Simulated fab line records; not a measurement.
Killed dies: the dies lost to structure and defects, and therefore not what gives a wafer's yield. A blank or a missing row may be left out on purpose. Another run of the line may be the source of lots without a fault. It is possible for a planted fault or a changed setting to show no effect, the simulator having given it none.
fab line records | flow sky130
[record] lots = 7 | wafers = 18 | last_day = 50
route steps=708 shown VIA4@645 METAL5@661 PAD_OPEN@708
lots that met no fault: taken from a fault-free run of the same line
start_h: hours from the record's first day to the start of the lot's first wafer shown | wait_h: hours elapsed since this lot's preceding step | " repeats the value in the row above | L1.1+2: a row that stands for several wafers | - either no value or no given start | * or withheld: withheld | < > ~ a bound
route shown NAME@n: NAME is a module with steps in the file, n the number in the route of the first one | usual: the fault-free wafers' mean and standard deviation | same: alike in all rows | chamber/n: place in a boat | sites: readings site by site | _std_site: standard deviation across them | _edge_site: inner sites' mean taken away from outer sites' mean | radius_mm: how far each site lies from the wafer's centre | mask NAME#n: copy n | behind: the tool/chamber that last shaped the wafer | hold: reason for holding the lot/hours on hold/outcome of the hold | device: whichever transistor did not switch (one of n, p or np) | end of line: the route-end tests of the same wafers | step lacking rows: just its recipe | killed: not the wafer's yield, but the dies lost to structure and defects at the first sort | map: the dies of a wafer, with x for killed, . for not killed, _ for no die there
set.NAME: the setting the step ran with; set.NAME@STEP: the setting that earlier step ran with | model.NAME: the simulator's own value behind a step, which no gauge read
certain route steps with their lots: each step a table, each wafer a row
services: from which hour (start_h, from the record's first day; less than 0 if before it) a tool's chamber was out of use, for how many hours, and why
[[steps]]
[step SKY_VIA4_COAT_06]
[recipe] resist = NOVOLAK | spin_rpm = 3000 | resist_thk_nm = 1140
[step SKY_VIA4_SOFTBAKE_07]
[recipe] temp_c = 90 | time_s = 60 | resist = NOVOLAK
[step SKY_VIA4_EXPOSE_08]
[recipe] mask_id = VIM4 | na = 0.6 | source_shape = conventional | sigma_outer = 0.6 | polarization = unpolarized | target_cd_nm = 800 | dose_mj = 132
[step SKY_VIA4_PEB_09]
[recipe] temp_c = withheld | time_s = * | resist = NOVOLAK
[step SKY_VIA4_DEVELOP_10]
[recipe] resist = NOVOLAK | developer = TMAH | develop_time_s = 60 | dev_temp_c = 23
[step SKY_VIA4_OVL_MEAS_11]
[usual] VIA4_OVL = 0.4/1.3
lot.wafer | tool       | chamber | start_h | wait_h | VIA4_OVL[nm]
L564.1    | overlay-02 | -       | 995.78  | 0.1    | 1.3
L564.4    | "          | -       | "       | "      | 1.2
L564.6    | "          | -       | "       | "      | 0.3
L567.1    | overlay-02 | -       | 1033.43 | 0.1    | 1.1
L567.2    | "          | -       | "       | "      | 3.2
L567.4    | "          | -       | "       | "      | 0.0
L576.1    | overlay-02 | -       | 1089.96 | 0.1    | 0.8
L576.2    | "          | -       | "       | "      | 0.4
L576.3    | "          | -       | "       | "      | 0.5
L579.1    | overlay-01 | -       | 1101.13 | 0.1    | -1.1
L579.4    | "          | -       | "       | "      | 0.1
L582.1    | overlay-02 | -       | 1113.28 | 0.1    | 0.4
L582.4    | "          | -       | "       | "      | 1.9
L583.1    | overlay-01 | -       | 1126.28 | 0.1    | -0.4
L583.3    | "          | -       | "       | "      | 1.2
L586.1    | overlay-02 | -       | 1140.31 | 0.1    | 0.8
L586.5    | "          | -       | "       | "      | -1.3
L586.6    | "          | -       | "       | "      | 0.1
[step SKY_VIA4_ETCH_12]
[recipe] target = SiO2 | chemistry = C4F8/O2/Ar | stop_on = TiN | mask_material = NOVOLAK | source_w = 1500 | bias_w = 1200 | pressure_mtorr = 40 | c4f8_flow_sccm = withheld | O2_flow_sccm = 6 | Ar_flow_sccm = 300 | time_s = withheld | target_depth_a = 5800
[usual] oes_product_au = 0.926/0.005
lot.wafer | tool        | chamber | start_h | wait_h | oes_product_au
L564.1    | rie_diel-02 | 0       | 995.81  | 0.0    | 0.922
L564.4    | "           | 2       | "       | "      | 0.935
L564.6    | "           | 1       | "       | "      | 0.931
L567.1    | rie_diel-01 | 1       | 1033.47 | 0.0    | 0.924
L567.2    | "           | 0       | "       | "      | 0.926
L567.4    | "           | 3       | "       | "      | 0.931
L576.1    | rie_diel-04 | 3       | 1090.00 | 0.0    | 0.940
L576.2    | "           | 2       | "       | "      | 0.932
L576.3    | "           | 0       | "       | "      | 0.925
L579.1    | rie_diel-02 | 2       | 1101.16 | 0.0    | 0.922
L579.4    | "           | 3       | "       | "      | 0.924
L582.1    | rie_diel-04 | 1       | 1113.32 | 0.0    | 0.929
L582.4    | "           | 0       | "       | "      | 0.919
L583.1    | rie_diel-01 | 3       | 1126.32 | 0.0    | 0.912
L583.3    | "           | 2       | "       | "      | 0.931
L586.1    | rie_diel-04 | 1       | 1140.35 | 0.0    | 0.932
L586.5    | "           | 1       | "       | "      | 0.927
L586.6    | "           | 0       | "       | "      | 0.925
[step SKY_VIA4_STRIP_13]
[recipe] chemistry = O2/N2 | power_w = 1400 | pressure_mtorr = 1500 | platen_temp_c = withheld | o2_flow_sccm = 3000 | n2_flow_sccm = 300 | overash_fraction = 0.5
[usual] drypump_motor_current_A = 5.6/0.51 | n2_flow_sccm = 300.1/0.95 | oes_product_au = 0.709/0.0046 | strip_time_to_endpoint_s = 12.81/0.032
lot.wafer | tool            | chamber | start_h | wait_h | drypump_motor_current_A | n2_flow_sccm | oes_product_au | rf_hours_counter_h | strip_time_to_endpoint_s
L564.1    | plasma_asher-01 | 1       | 995.89  | -      | 6.3                     | 299.6        | 0.702          | 114                | 12.81
L564.4    | "               | 0       | "       | "      | 5.2                     | 300.3        | 0.704          | -                  | 12.80
L564.6    | "               | 0       | "       | "      | 5.2                     | 299.5        | 0.704          | -                  | 12.84
L567.1    | plasma_asher-03 | 0       | 1033.54 | -      | 4.8                     | 300.4        | 0.711          | 60                 | 12.78
L567.2    | "               | 1       | "       | "      | 5.8                     | 299.4        | 0.707          | 60                 | 12.83
L567.4    | "               | 0       | "       | "      | 4.8                     | 298.2        | 0.710          | -                  | 12.77
L576.1    | plasma_asher-03 | 0       | 1090.07 | -      | 4.8                     | 301.4        | 0.716          | 66                 | 12.77
L576.2    | "               | 1       | "       | "      | 5.8                     | 300.8        | 0.707          | 66                 | 12.79
L576.3    | "               | 1       | "       | "      | 5.8                     | 299.8        | 0.703          | -                  | 12.78
L579.1    | plasma_asher-03 | 1       | 1101.24 | -      | 5.8                     | 300.8        | 0.709          | 67                 | 12.80
L579.4    | "               | 1       | "       | "      | 5.8                     | 300.4        | 0.712          | -                  | 12.80
L582.1    | plasma_asher-01 | 0       | 1113.39 | -      | 5.2                     | 300.7        | 0.696          | 5                  | 12.80
L582.4    | "               | 1       | "       | "      | 6.3                     | 300.7        | 0.709          | -                  | 12.81
L583.1    | plasma_asher-02 | 0       | 1126.39 | -      | 6.0                     | 300.8        | 0.706          | 38                 | 12.82
L583.3    | "               | 0       | "       | "      | 6.0                     | 299.8        | 0.711          | -                  | 12.80
L586.1    | plasma_asher-01 | 0       | 1140.42 | -      | 5.2                     | 298.7        | 0.717          | 7                  | 12.82
L586.5    | "               | 0       | "       | "      | 5.2                     | 300.9        | 0.709          | -                  | 12.82
L586.6    | "               | 1       | "       | "      | 6.3                     | 301.0        | 0.706          | -                  | 12.81
[step SKY_VIA4_STRIP_14]
[recipe] chemistry = post_etch_residue_remover | time_s = 1200 | temp_c = 72.5
[step SKY_VIA4_CLEAN_15]
[recipe] chemistry = IPA | time_s = 180 | temp_c = 25
[step SKY_VIA4_CLEAN_16]
[recipe] chemistry = O3/DIW | dry = n2_spin
[step SKY_VIA4_SPUTTER_17]
[recipe] material = TiN | target_thk_nm = 20 | chamber_pressure_pa = 5 | power_w = 4000 | time_s = 80
[usual] throttle_valve_pct = 29.9/1.1
lot.wafer | tool           | chamber | start_h | wait_h | throttle_valve_pct
L564.1    | pvd_sputter-02 | -       | 996.64  | 0.1    | 28.5
L564.4    | "              | -       | "       | "      | 30.3
L564.6    | "              | -       | "       | "      | 28.6
L567.1    | pvd_sputter-01 | -       | 1034.20 | 0.0    | 30.0
L567.2    | "              | -       | "       | "      | 29.7
L567.4    | "              | -       | "       | "      | 30.8
L576.1    | pvd_sputter-04 | -       | 1090.71 | 0.0    | 31.3
L576.2    | "              | -       | "       | "      | 28.8
L576.3    | "              | -       | "       | "      | 31.6
L579.1    | pvd_sputter-01 | -       | 1101.84 | 0.0    | 30.7
L579.4    | "              | -       | "       | "      | 30.1
L582.1    | pvd_sputter-01 | -       | 1114.13 | 0.0    | 30.9
L582.4    | "              | -       | "       | "      | 30.4
L583.1    | pvd_sputter-01 | -       | 1127.34 | 0.0    | 28.0
L583.3    | "              | -       | "       | "      | 30.3
L586.1    | pvd_sputter-01 | -       | 1141.05 | 0.0    | 29.7
L586.5    | "              | -       | "       | "      | 30.4
L586.6    | "              | -       | "       | "      | 28.2
[step SKY_VIA4_CVD_18]
[recipe] material = W | target_thk_nm = 505 | time_s = 152.14 | temp_c = 400 | pressure_torr = 40
[usual] heater_power_outer_w = 492/17 | heater_power_w = 816/47
lot.wafer | tool     | chamber | start_h | wait_h | heater_power_outer_w | heater_power_w | model.W_of_VIA4_CVD_18.thk_nm
L564.1    | cvd_w-01 | 0       | 996.70  | 0.0    | 476                  | 778            | 498.6
L564.4    | "        | 1       | "       | "      | 506                  | 773            | 496.5
L564.6    | "        | 0       | "       | "      | 473                  | 776            | 488.6
L567.1    | cvd_w-01 | 0       | 1034.26 | 0.0    | 469                  | 779            | 489.2
L567.2    | "        | 0       | "       | "      | 476                  | 768            | 496
L567.4    | "        | 0       | "       | "      | 482                  | 761            | 496.5
L576.1    | cvd_w-02 | 1       | 1090.77 | 0.0    | 473                  | 789            | 509.8
L576.2    | "        | 0       | "       | "      | 522                  | 875            | 503.2
L576.3    | "        | 0       | "       | "      | 522                  | 910            | 506.3
L579.1    | cvd_w-02 | 0       | 1101.90 | 0.0    | 507                  | 888            | 219.6
L579.4    | "        | 0       | "       | "      | 519                  | 894            | 500.8
L582.1    | cvd_w-02 | 0       | 1114.19 | 0.0    | 518                  | 875            | 220.8
L582.4    | "        | 1       | "       | "      | 489                  | 809            | 497.2
L583.1    | cvd_w-02 | 0       | 1127.40 | 0.0    | 519                  | 894            | 217.6
L583.3    | "        | 0       | "       | "      | 515                  | 881            | 493.7
L586.1    | cvd_w-01 | 1       | 1141.11 | 0.0    | 523                  | 775            | 508.1
L586.5    | "        | 0       | "       | "      | 468                  | 788            | 502.1
L586.6    | "        | 1       | "       | "      | 495                  | 787            | 502
[step SKY_VIA4_RS_MEAS_19]
[recipe] thk_meas_gauge = four-point-probe | reads = W_of_VIA4_CVD_18+TiN_of_VIA4_SPUTTER_17
[usual] VIA4_W_RS = 0.2283/0.0024
lot.wafer | tool          | chamber | start_h | wait_h | VIA4_W_RS[ohm/sq]
L564.1    | film_metro-01 | -       | 996.85  | 0.1    | 0.2289
L564.4    | "             | -       | "       | "      | 0.2307
L564.6    | "             | -       | "       | "      | 0.2338
L567.1    | film_metro-03 | -       | 1034.56 | 0.3    | 0.2341
L567.2    | "             | -       | "       | "      | 0.2309
L567.4    | "             | -       | "       | "      | 0.2306
L576.1    | film_metro-03 | -       | 1090.92 | 0.1    | 0.2247
L576.2    | "             | -       | "       | "      | 0.2275
L576.3    | "             | -       | "       | "      | 0.2266
L579.1    | film_metro-01 | -       | 1102.05 | 0.1    | 0.5259
L579.4    | "             | -       | "       | "      | 0.2280
L582.1    | film_metro-03 | -       | 1114.34 | 0.1    | 0.5235
L582.4    | "             | -       | "       | "      | 0.2303
L583.1    | film_metro-04 | -       | 1127.55 | 0.1    | 0.5308
L583.3    | "             | -       | "       | "      | 0.2316
L586.1    | film_metro-01 | -       | 1141.26 | 0.1    | 0.2250
L586.5    | "             | -       | "       | "      | 0.2272
L586.6    | "             | -       | "       | "      | 0.2276
[step SKY_VIA4_THK_MEAS_20]
[recipe] thk_meas_gauge = xrf | reads = W_of_VIA4_CVD_18
[usual] VIA4_W_THK = 501/7
lot.wafer | tool          | chamber | start_h | wait_h | VIA4_W_THK[nm]
L564.1    | film_metro-01 | -       | 996.97  | 0.1    | 499
L564.4    | "             | -       | "       | "      | 497
L564.6    | "             | -       | "       | "      | 490
L567.1    | film_metro-03 | -       | 1034.68 | 0.1    | 482
L567.2    | "             | -       | "       | "      | 489
L567.4    | "             | -       | "       | "      | 488
L576.1    | film_metro-03 | -       | 1091.04 | 0.1    | 508
L576.2    | "             | -       | "       | "      | 501
L576.3    | "             | -       | "       | "      | 503
L579.1    | film_metro-01 | -       | 1102.17 | 0.1    | 219
L579.4    | "             | -       | "       | "      | 495
L582.1    | film_metro-03 | -       | 1114.46 | 0.1    | 219
L582.4    | "             | -       | "       | "      | 491
L583.1    | film_metro-04 | -       | 1127.67 | 0.1    | 219
L583.3    | "             | -       | "       | "      | 498
L586.1    | film_metro-01 | -       | 1141.38 | 0.1    | 504
L586.5    | "             | -       | "       | "      | 501
L586.6    | "             | -       | "       | "      | 500
[step SKY_VIA4_CMP_21]
[recipe] stop_on = SiO2 | t_overpolish_s = 25 | down_force_psi = 3.5 | platen_rpm = 60 | target_thk_nm = 0 | pad_velocity_m_s = 0.94248
[usual] motor_current_A = 11.3/1.1 | time_to_endpoint_s = 118/4.3
lot.wafer | tool   | chamber | start_h | wait_h | motor_current_A | time_to_endpoint_s
L564.4    | cmp-01 | 3       | 997.03  | 0.0    | 12.2            | 119
L564.1    | "      | 0       | "       | "      | 10.8            | 109
L564.6    | "      | 0       | "       | "      | 12.0            | 108
L567.4    | cmp-02 | 1       | 1034.74 | 0.0    | 9.5             | 117
L567.2    | "      | 2       | "       | "      | 11.2            | 118
L567.1    | "      | 3       | "       | "      | 12.0            | 105
L576.2    | cmp-02 | 3       | 1091.10 | 0.0    | 12.9            | 117
L576.1    | "      | 0       | "       | "      | 10.3            | 117
L576.3    | "      | 2       | "       | "      | 11.5            | 121
L579.1    | cmp-02 | 3       | 1102.28 | 0.1    | 12.3            | 47
L579.4    | "      | 1       | "       | "      | 9.6             | 119
L582.1    | cmp-02 | 2       | 1115.07 | 0.6    | 11.0            | 53
L582.4    | "      | 3       | "       | "      | 12.3            | 117
L583.3    | cmp-02 | 2       | 1127.73 | 0.0    | 11.2            | 124
L583.1    | "      | 1       | "       | "      | 9.4             | 53
L586.1    | cmp-01 | 3       | 1141.55 | 0.2    | 11.7            | 126
L586.5    | "      | 3       | "       | "      | 13.5            | 128
L586.6    | "      | 0       | "       | "      | 11.3            | 118
[step SKY_METAL5_SPUTTER_00]
[recipe] material = Ti | target_thk_nm = 15 | power_w = 3000 | time_s = 10 | chamber_pressure_pa = 0.4
[usual] throttle_valve_pct = 30.1/1.1
lot.wafer | tool           | chamber | start_h | wait_h | throttle_valve_pct
L564.1    | pvd_sputter-03 | -       | 997.33  | 0.2    | 30.8
L564.4    | "              | -       | "       | "      | 30.9
L564.6    | "              | -       | "       | "      | 31.6
L567.1    | pvd_sputter-03 | -       | 1035.04 | 0.1    | 31.3
L567.2    | "              | -       | "       | "      | 30.7
L567.4    | "              | -       | "       | "      | 28.7
L576.1    | pvd_sputter-03 | -       | 1091.40 | 0.2    | 30.6
L576.2    | "              | -       | "       | "      | 31.3
L576.3    | "              | -       | "       | "      | 29.9
L579.1    | pvd_sputter-03 | -       | 1102.53 | 0.2    | 29.9
L579.4    | "              | -       | "       | "      | 30.8
L582.1    | pvd_sputter-04 | -       | 1115.37 | 0.2    | 31.5
L582.4    | "              | -       | "       | "      | 28.5
L583.1    | pvd_sputter-03 | -       | 1128.03 | 0.1    | 31.6
L583.3    | "              | -       | "       | "      | 29.8
L586.1    | pvd_sputter-04 | -       | 1141.85 | 0.2    | 31.4
L586.5    | "              | -       | "       | "      | 28.4
L586.6    | "              | -       | "       | "      | 31.5
[step SKY_PAD_OPEN_PROBE_99]
[usual] defect_limited_yield = 82.3/2 | killed_at_M0_to_M3 = 44/7.5 | killed_at_M4_up = 2.9/1.8 | killed_at_contacts = 24/5.1 | killed_at_front_end = 16/4.7 | killed_at_other = 0.3/0.46 | killed_dies = 87/9.9 | killed_open = 47/8 | killed_short = 39/6.3 | sort_bin_3_pad_short = 0.8/0.43 | sort_bin_5_function = 10.6/1.6 | sort_bin_6_memory = 6.3/1.1 | sort_n_pass = 405/9.9 | sort_yield_pct = 82.3/2
[same] gross_dies = 492 | killed_at_back_side = 0 | sort_bin_4_leakage[%] = 0 | sort_bin_8_speed[%] = 0
lot.wafer | tool      | chamber | start_h | wait_h | defect_limited_yield[%] | killed_at_M0_to_M3 | killed_at_M4_up | killed_at_contacts | killed_at_front_end | killed_at_other | killed_dies | killed_open | killed_short | sort_bin_3_pad_short[%] | sort_bin_5_function[%] | sort_bin_6_memory[%] | sort_n_pass | sort_yield_pct[%]
L564.1    | prober-01 | -       | 1068.25 | 0.1    | 81.9                    | 36                 | 3               | 29                 | 21                  | 0               | 89          | 46          | 43           | 0.4                     | 12.2                   | 5.5                  | 403         | 81.9
L564.4    | prober-01 | -       | 1068.40 | 0.2    | 84.1                    | 40                 | 3               | 19                 | 16                  | 0               | 78          | 48          | 30           | 1.2                     | 7.1                    | 7.5                  | 414         | 84.1
L564.6    | prober-01 | -       | 1068.50 | 0.2    | 80.1                    | 51                 | 1               | 24                 | 22                  | 0               | 98          | 56          | 42           | 1.8                     | 11.4                   | 6.7                  | 394         | 80.1
L576.1    | prober-01 | -       | 1153.32 | 0.1    | 80.3                    | 53                 | 3               | 19                 | 22                  | 0               | 97          | 51          | 46           | 0.6                     | 12.2                   | 6.9                  | 395         | 80.3
L576.2    | prober-01 | -       | 1153.37 | 0.1    | 81.7                    | 41                 | 3               | 28                 | 18                  | 0               | 90          | 51          | 39           | 2.0                     | 10.0                   | 6.3                  | 402         | 81.7
L576.3    | prober-01 | -       | 1153.42 | 0.2    | 86.4                    | 31                 | 3               | 19                 | 14                  | 0               | 67          | 35          | 28           | 0.6                     | 7.3                    | 5.7                  | 425         | 86.4
L579.4    | prober-02 | -       | 1163.65 | 0.2    | 81.3                    | 38                 | 5               | 33                 | 15                  | 1               | 92          | 56          | 31           | 1.2                     | 10.0                   | 7.5                  | 400         | 81.3
L582.4    | prober-01 | -       | 1174.62 | 0.2    | 81.1                    | 37                 | 6               | 27                 | 23                  | 0               | 93          | 51          | 42           | 0.8                     | 12.2                   | 5.9                  | 399         | 81.1
// killed by level:class
L564.1 CONTACT:geometric_particle:open=13 VIA1:geometric_particle:open=8 CONTACT:geometric_particle:short=7 FIELD_ISO:geometric_particle:open=5 METAL1:geometric_particle:short=5 FIELD_ISO:geometric_particle:short=4 POLY_GATE:geometric_particle:open=4 METAL2:geometric_particle:short=4
L564.4 CONTACT:geometric_particle:open=9 VIA1:geometric_particle:open=9 VIA2:geometric_particle:open=6 VIA1:geometric_particle:short=6 VIA3:geometric_particle:open=6 FIELD_ISO:geometric_particle:open=5 FIELD_ISO:geometric_particle:short=4 POLY_GATE:geometric_particle:open=4
L564.6 VIA1:geometric_particle:open=13 VIA3:geometric_particle:short=9 LI_CONTACT:geometric_particle:open=7 CONTACT:geometric_particle:open=7 VIA1:geometric_particle:short=6 FIELD_ISO:geometric_particle:open=5 SPACER:geometric_particle:open=5 VIA2:geometric_particle:open=5
L576.1 VIA1:geometric_particle:open=12 FIELD_ISO:geometric_particle:short=10 CONTACT:geometric_particle:open=8 VIA3:geometric_particle:open=7 VIA3:geometric_particle:short=7 VIA2:geometric_particle:open=6 METAL2:geometric_particle:short=5 FIELD_ISO:geometric_particle:open=4
L576.2 VIA1:geometric_particle:open=12 CONTACT:geometric_particle:open=8 POLY_GATE:geometric_particle:short=7 METAL1:geometric_particle:short=7 LI_CONTACT:geometric_particle:open=6 VIA2:geometric_particle:open=6 POLY_GATE:geometric_particle:open=5 CONTACT:geometric_particle:short=5
L576.3 VIA2:geometric_particle:open=10 CONTACT:geometric_particle:short=6 VIA3:geometric_particle:open=6 CONTACT:geometric_particle:open=5 LI_CONTACT:geometric_particle:open=4 LOCAL_INTERCONNECT:geometric_particle:short=4 VIA1:geometric_particle:open=4 POLY_GATE:geometric_particle:short=3
L579.4 CONTACT:geometric_particle:open=17 VIA3:geometric_particle:open=10 VIA1:geometric_particle:open=9 LOCAL_INTERCONNECT:geometric_particle:short=6 LI_CONTACT:geometric_particle:open=6 METAL1:geometric_particle:short=4 FIELD_ISO:geometric_particle:short=3 CONTACT:geometric_particle:short=3
L582.4 CONTACT:geometric_particle:open=11 POLY_GATE:geometric_particle:short=8 VIA3:geometric_particle:open=7 LI_CONTACT:geometric_particle:open=6 POLY_GATE:geometric_particle:open=5 METAL1:geometric_particle:short=5 VIA1:geometric_particle:open=5 FIELD_ISO:geometric_particle:open=4
[[services]]
tool            | chamber | start_h | hours | kind
pvd_sputter-01  | -       | 972.55  | 41.2  | repair
rie_diel-04     | 3       | 972.65  | 1.2   | repair
cmp-01          | -       | 974.23  | 0.2   | repair
rie_diel-04     | 1       | 976.89  | 3.0   | repair
pvd_sputter-03  | 2       | 985.36  | -     | consumable_replace:kit
cvd_w-01        | -       | 987.04  | 6.0   | pm
cmp-02          | -       | 992.92  | 11.0  | repair
pvd_sputter-03  | -       | 999.96  | 16.8  | repair
rie_diel-02     | 1       | 1025.30 | 1.9   | repair
plasma_asher-01 | -       | 1030.18 | 3.7   | repair
cvd_w-01        | 1       | 1033.00 | 10.3  | repair
cmp-02          | -       | 1035.19 | 0.7   | repair
cmp-01          | -       | 1050.56 | 2.3   | repair
plasma_asher-01 | -       | 1055.25 | 9.0   | pm
cvd_w-01        | -       | 1061.72 | 2.3   | repair
cmp-02          | -       | 1064.55 | 3.8   | repair
cmp-01          | -       | 1080.22 | 4.8   | pm
cmp-02          | -       | 1084.35 | 4.0   | pm
cmp-02          | -       | 1104.86 | 0.5   | repair
cmp-01          | -       | 1110.92 | 4.9   | pm
cmp-01          | -       | 1118.39 | 2.1   | repair
pvd_sputter-04  | -       | 1134.25 | 5.6   | repair
cmp-01          | -       | 1136.99 | 0.4   | repair
cmp-01          | -       | 1141.31 | 0.2   | repair
[[key]]
[first_sign] step = SKY_VIA4_RS_MEAS_19 | reading = VIA4_W_RS | direction = up | sigmas = 99+ | usual = 0.2283 | struck = 0.5267
[effect] step = SKY_VIA4_THK_MEAS_20 | reading = VIA4_W_THK | direction = down | sigmas = 40 | usual = 501 | struck = 219
[effect] step = SKY_VIA4_CMP_21 | reading = time_to_endpoint_s | direction = down | sigmas = 16 | usual = * | struck = *
[model_effect] step = SKY_VIA4_CVD_18 | value = W_of_VIA4_CVD_18.thk_nm | without = 503.1 | struck = 219.3
met_at SKY_VIA4_CVD_18
struck_wafers L579.1,L582.1,L583.1
onset_between 1090.77 1101.90
[fault] kind = process_parameter_drift | tool = cvd_w-02 | chamber = - | onset_h = 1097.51 | steps = SKY_VIA4_CVD_18 | channel = target_thk_nm | offset = -285 | shape = step | end_h = 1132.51 | scope = struck_wafers_only | acts_in = these_recipes_only | stated = 505
